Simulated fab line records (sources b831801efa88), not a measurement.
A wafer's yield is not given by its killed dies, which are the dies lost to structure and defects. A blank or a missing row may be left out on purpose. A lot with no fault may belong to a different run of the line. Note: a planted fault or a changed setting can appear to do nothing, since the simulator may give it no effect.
Check for tools in common    flow gf180mcu    Sample size 12 lots and 36 wafers

WHY IT WAS OPENED
3 of 12 lots carry a flag on the reading VT_IMPLANT_4_TW at GF_VT_IMPLANT_TW_MEAS_43. Wafers without a fault read 690, standard deviation 6.7.
Rule: a lot gets a flag if all its wafers with a number sit over 4 standard deviations from that mean, or if no wafer of it has a number. As for the other lots, they are considered sound.

lot   measured      on             VT_IMPLANT_4_TW, wafer by wafer  flag
L128  day 8 04:34   film metro-02  692 690 690                      
L129  day 8 09:35   film metro-02  695 695 697                      
L132  day 9 04:33   film metro-04  692 692 689                      
L133  day 9 12:41   film metro-04  691 691 690                      
L140  day 11 10:51  film metro-01  30 30 30                         FLAGGED
L141  day 11 16:37  film metro-04  30 30 30                         FLAGGED
L142  day 11 23:46  film metro-01  30 30 30                         FLAGGED
L144  day 12 12:32  film metro-04  695 696 691                      
L145  day 12 21:23  film metro-01  688 684 689                      
L146  day 13 05:17  film metro-01  676 683 683                      
L147  day 13 08:46  film metro-01  680 683 683                      
L149  day 13 23:17  film metro-01  681 684 680                      
Average over the flagged lots: 30; offset from the usual -660, equal to -99 standard deviations.

WHICH TOOL RAN EACH LOT
Before the reading, the record contains 2 process steps out of a 602-step route. Cell contents, in order: the tool; ch with the chambers the sampled wafers went through; the start.
lot   flag     GF_VT_IMPLANT_STRIP_31                GF_VT_IMPLANT_STRIP_42
L128           plasma asher-02 ch 0,1, day 7 12:43   plasma asher-01 ch 0,1, day 8 04:28
L129           plasma asher-02 ch 0,1, day 7 17:59   plasma asher-04 ch 0,1, day 8 09:29
L132           plasma asher-01 ch 0,1, day 8 11:08   plasma asher-01 ch 0,1, day 9 04:28
L133           plasma asher-02 ch 0,1, day 8 19:53   plasma asher-04 ch 0,1, day 9 12:35
L140  FLAGGED  plasma asher-02 ch 0,1, day 10 16:02  plasma asher-04 ch 0,1, day 11 10:44
L141  FLAGGED  plasma asher-01 ch 0,1, day 10 21:50  plasma asher-01 ch 0,1, day 11 16:31
L142  FLAGGED  plasma asher-02 ch 0,1, day 11 05:14  plasma asher-04 ch 0,1, day 11 23:40
L144           plasma asher-04 ch 0,1, day 11 17:13  plasma asher-01 ch 0,1, day 12 12:28
L145           plasma asher-02 ch 0,1, day 12 01:46  plasma asher-04 ch 0,1, day 12 21:19
L146           plasma asher-04 ch 0,1, day 12 08:58  plasma asher-01 ch 0,1, day 13 05:10
L147           plasma asher-01 ch 0, day 12 12:59    plasma asher-02 ch 1, day 13 08:40
L149           plasma asher-04 ch 0,1, day 13 02:38  plasma asher-01 ch 1, day 13 23:10
What is done by these steps:
- GF_VT_IMPLANT_STRIP_31: strips in O2/N2.
- GF_VT_IMPLANT_STRIP_42: strips in O2/N2.
- GF_VT_IMPLANT_TW_MEAS_43

FLAGGED OVER TOTAL, TOOL BY TOOL (the gauges that took the reading come last)
step                      tool             lots run  flagged  share of the flagged lots  sound lots run after its first flagged lot
GF_VT_IMPLANT_STRIP_31    plasma asher-01  3         1        some                       1 (L147)
GF_VT_IMPLANT_STRIP_31    plasma asher-02  6         2        some                       1 (L145)
GF_VT_IMPLANT_STRIP_31    plasma asher-04  3         0        none                       -
GF_VT_IMPLANT_STRIP_42    plasma asher-01  6         1        some                       3 (L144,L146,L149)
GF_VT_IMPLANT_STRIP_42    plasma asher-02  1         0        none                       -
GF_VT_IMPLANT_STRIP_42    plasma asher-04  5         2        some                       1 (L145)
GF_VT_IMPLANT_TW_MEAS_43  film metro-01    6         2        some                       4 (L145,L146,L147,L149)
GF_VT_IMPLANT_TW_MEAS_43  film metro-02    2         0        none                       -
GF_VT_IMPLANT_TW_MEAS_43  film metro-04    4         1        some                       1 (L144)

WHAT THE TABLE PERMITS
No row of the table ran every flagged lot.

WHAT THE SIMULATOR HAD INSERTED
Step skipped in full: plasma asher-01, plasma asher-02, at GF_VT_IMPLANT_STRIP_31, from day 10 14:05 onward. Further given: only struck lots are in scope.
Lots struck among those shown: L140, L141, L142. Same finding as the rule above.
